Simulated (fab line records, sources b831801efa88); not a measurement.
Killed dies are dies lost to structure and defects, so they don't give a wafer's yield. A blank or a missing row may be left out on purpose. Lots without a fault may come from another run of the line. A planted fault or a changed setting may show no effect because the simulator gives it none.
A struck lot beside a sound one | flow sky130 | 14 steps out of a route of 708
Sound: wafers L148.3, L148.4, L148.5. Struck: wafers L146.1, L146.4, L146.5. The cause comes at the end.
At each step with rows: each side's tool, then ch and its chambers, then its first start. Under that, the readings that differ: sound wafers | struck wafers | difference of the means | sigmas: that difference in standard deviations of wafers without a fault.
alike: readings whose means differ by less than 2 such deviations, and words and numbers that are the same on both sides. not compared: withheld readings, readings that some wafer has no value for, bounds like >300 that may hide the same value, and numbers for which the record gives no deviation and whose values overlap.
The two part at a step that has a row with sigmas, a row that says differs or no value, or rows on one side only. Numbers that don't overlap but have no deviation are shown without sigmas and don't part them. A reading that every wafer of one side lacks parts them only if that side has two wafers or more.

SKY_VIA2_ETCH_15: etches SiO2 in C4F8/O2/Ar, stops on TiN, target depth 546 nm, time 84 s.
  sound on rie_diel-03 ch 0,1,3, day 39 04:33; struck on rie_diel-02 ch 1,2, day 38 11:59
  alike: oes_product_au
  not compared: rf_hours_counter_h
SKY_VIA2_STRIP_16: strips in O2/N2.
  sound on plasma_asher-04 ch 0,1, day 39 04:38; struck on plasma_asher-04 ch 0,1, day 38 12:03
  alike: drypump_motor_current_A, n2_flow_sccm, oes_product_au, strip_time_to_endpoint_s
  not compared: rf_hours_counter_h
then, 4 steps without rows for these wafers: SKY_VIA2_STRIP_17 (strips in post etch residue remover, time 1200 s); SKY_VIA2_CLEAN_18 (cleans in IPA, time 180 s); SKY_VIA2_CLEAN_19 (cleans in O3/DIW); SKY_VIA2_SPUTTER_20 (material TiN, target thk 20 nm, time 80 s).
SKY_VIA2_CVD_21: deposits W, target thk 420 nm, time 126.4 s.
  sound on cvd_w-01 ch 0,1, day 39 05:19; struck on cvd_w-01 ch 0, day 38 12:43
  alike: heater_power_w
SKY_VIA2_RS_MEAS_22: measures by four-point-probe.
  sound on film_metro-03, day 39 05:26; struck on film_metro-04, day 38 12:50
  alike: VIA2_W_RS
SKY_VIA2_THK_MEAS_23: measures by xrf.
  sound on film_metro-03, day 39 05:32; struck on film_metro-04, day 38 12:58
  alike: VIA2_W_THK
then, 2 steps without rows for these wafers: SKY_VIA2_CMP_24 (polishes, stops on SiO2, t overpolish 20 s, target thk 0 nm); SKY_METAL3_SPUTTER_00 (material Ti, target thk 15 nm, time 10 s).
SKY_METAL3_SPUTTER_01: material TiN, target thk 20 nm, time 16.7 s.
  sound on pvd_sputter-01, day 39 05:54; struck on pvd_sputter-01, day 38 13:20
  alike: cathode_dc_power_W, chamber_pressure_pa, throttle_valve_pct
SKY_METAL3_SPUTTER_02: material AlCu, target thk 735 nm, time 39.1 s.
  sound on pvd_sputter-01, day 39 05:55; struck on pvd_sputter-01, day 38 13:22
  no value came back on the struck wafers for cathode_dc_power_W (W), chamber_pressure_pa (Pa), throttle_valve_pct (%), time_s (s); on the sound wafers cathode_dc_power_W (W) reads 10596 10599 10600
SKY_METAL3_SPUTTER_03: material Ti, target thk 5 nm, time 3.3 s.
  sound on pvd_sputter-01, day 39 05:58; struck on pvd_sputter-01, day 38 13:25
  alike: cathode_dc_power_W, chamber_pressure_pa, throttle_valve_pct

WHERE THEY PART
Only at SKY_METAL3_SPUTTER_02, within this record. Later steps at which nothing parts them and some readings are alike: SKY_METAL3_SPUTTER_03.

WHY: what the simulator had put in
Skipped step whole: pvd_sputter-01, from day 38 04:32 on, at SKY_METAL3_SPUTTER_02. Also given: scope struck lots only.
